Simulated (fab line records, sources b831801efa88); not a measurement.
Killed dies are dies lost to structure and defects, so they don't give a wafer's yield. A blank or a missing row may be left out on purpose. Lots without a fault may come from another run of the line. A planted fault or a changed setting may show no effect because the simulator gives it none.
Which tool did it? | flow gf180mcu | 6 lots, 18 wafers sampled, at 4 steps of a route of 602

WHAT THE GAUGES READ, wafer by wafer
GF_V4_CD_MEAS_14: target cd 260 nm.
lot  | measured     | on        | cd_nm (nm)
L105 | day 25 01:55 | cd_sem-01 | 261.8 260.5 260.7
L107 | day 25 20:19 | cd_sem-01 | 261.0 260.0 259.3
L111 | day 27 02:50 | cd_sem-02 | 236.7 237.6 237.5 236.7 237.6 237.3
L113 | day 27 18:45 | cd_sem-01 | 245.8 246.4 246.1 245.6 246.1 246.0
L117 | day 28 20:43 | cd_sem-01 | 259.5 260.1 259.0
L125 | day 30 23:14 | cd_sem-01 | 259.2 259.0 259.6

WHICH TOOL RAN EACH LOT (tool, then ch and the chambers of the sampled wafers, then the start)
lot  | GF_V3_CMP_26                  | GF_V4_CVD_02                    | GF_V4_EXPOSE_11
L105 | cmp-02 ch 0,1,2, day 23 03:32 | pecvd-02 ch 0,2, day 24 03:20   | krf_scanner-02 ch 0, day 24 15:19
L107 | cmp-01 ch 1,2,3, day 23 22:17 | pecvd-03 ch 0,2, day 24 21:51   | krf_scanner-01 ch 0, day 25 10:07
L111 | cmp-02 ch 0,1,3, day 25 07:44 | pecvd-01 ch 0,1,2, day 26 05:30 | krf_scanner-01 ch 0, day 26 16:44
L113 | cmp-02 ch 0,1,3, day 25 23:38 | pecvd-01 ch 0,2, day 26 21:28   | krf_scanner-01 ch 0, day 27 08:45
L117 | cmp-01 ch 0,2,3, day 27 03:16 | pecvd-02 ch 0,1, day 28 00:53   | krf_scanner-02 ch 0, day 28 11:21
L125 | cmp-02 ch 0,2, day 29 09:29   | pecvd-03 ch 0,1, day 30 04:57   | krf_scanner-02 ch 0, day 30 14:23
- GF_V3_CMP_26: polishes, stops on SiO2, t overpolish 15 s, target thk 0 nm.
- GF_V4_CVD_02: deposits SiO2 from TEOS, target thk 850 nm, time 94.851 s.
- GF_V4_EXPOSE_11: exposes mask Via4, target cd 260 nm.

THE ANSWER, worked out from the rows above alone
Rule: what is usual is taken from the lots themselves. Put in order of their means at a reading, lots are off if they are a third of the lots or fewer, leave a main group of 4 or more, and stand apart from it by a gap of 3 or more times the standard deviation of the main group's means; of several such gaps the widest counts. A main group whose means are all the same, to the digits that the tables above print for the reading, isn't used. A lot without any number at a reading at which 4 lots or more have one is off too. The other lots that the step has rows for count as sound.
Off: L111, L113, at GF_V4_CD_MEAS_14 (cd_nm). The main group: mean 260.0 nm, standard deviation 0.66.
A tool fits if, at a process step before that reading, it ran every lot that is off, and no sound lot after the first of them. The gauges at GF_V4_CD_MEAS_14 are tried like those tools. Can't be told from this: 2 tools fit, pecvd-01 at GF_V4_CVD_02, krf_scanner-01 at GF_V4_EXPOSE_11.

WHAT THE SIMULATOR HAD PUT IN
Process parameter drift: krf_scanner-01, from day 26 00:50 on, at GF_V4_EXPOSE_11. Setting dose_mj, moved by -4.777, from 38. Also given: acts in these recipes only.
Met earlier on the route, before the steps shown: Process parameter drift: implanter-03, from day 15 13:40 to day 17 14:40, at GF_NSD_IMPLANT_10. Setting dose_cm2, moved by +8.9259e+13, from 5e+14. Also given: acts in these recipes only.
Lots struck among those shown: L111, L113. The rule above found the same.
